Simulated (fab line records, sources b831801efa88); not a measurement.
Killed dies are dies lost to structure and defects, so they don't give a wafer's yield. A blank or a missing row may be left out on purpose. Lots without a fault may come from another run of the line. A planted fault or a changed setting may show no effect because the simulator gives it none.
Which tool did it? | flow sky130 | 6 lots, 18 wafers sampled, at 1 step of a route of 708

WHAT THE GAUGES READ, wafer by wafer
SKY_FIELD_ISO_THK_MEAS_23.
lot  | measured    | on            | FIELD_ISO_OXIDATION_01_THK (nm)
L405 | day 3 03:11 | film_metro-03 | 10.04 9.78 9.85
L407 | day 4 03:01 | film_metro-02 | 9.90 10.14 9.97
L413 | day 5 01:16 | film_metro-02 | 10.10 10.01 10.14
L416 | day 5 15:23 | film_metro-02 | 9.98 10.00 10.05
L421 | day 6 16:39 | film_metro-02 | 10.15 9.99 10.27
L424 | day 7 10:44 | film_metro-02 | 9.79 9.93 9.83

WHICH TOOL RAN EACH LOT (tool, then ch and the chambers of the sampled wafers, then the start)
The record holds no process step before these readings.

THE ANSWER, worked out from the rows above alone
Rule: what is usual is taken from the lots themselves. Put in order of their means at a reading, lots are off if they are a third of the lots or fewer, leave a main group of 4 or more, and stand apart from it by a gap of 3 or more times the standard deviation of the main group's means; of several such gaps the widest counts. A main group whose means are all the same, to the digits that the tables above print for the reading, isn't used. A lot without any number at a reading at which 4 lots or more have one is off too. The other lots that the step has rows for count as sound.
No lot is off at any reading shown: from this, nothing can be told.

WHAT THE SIMULATOR HAD PUT IN
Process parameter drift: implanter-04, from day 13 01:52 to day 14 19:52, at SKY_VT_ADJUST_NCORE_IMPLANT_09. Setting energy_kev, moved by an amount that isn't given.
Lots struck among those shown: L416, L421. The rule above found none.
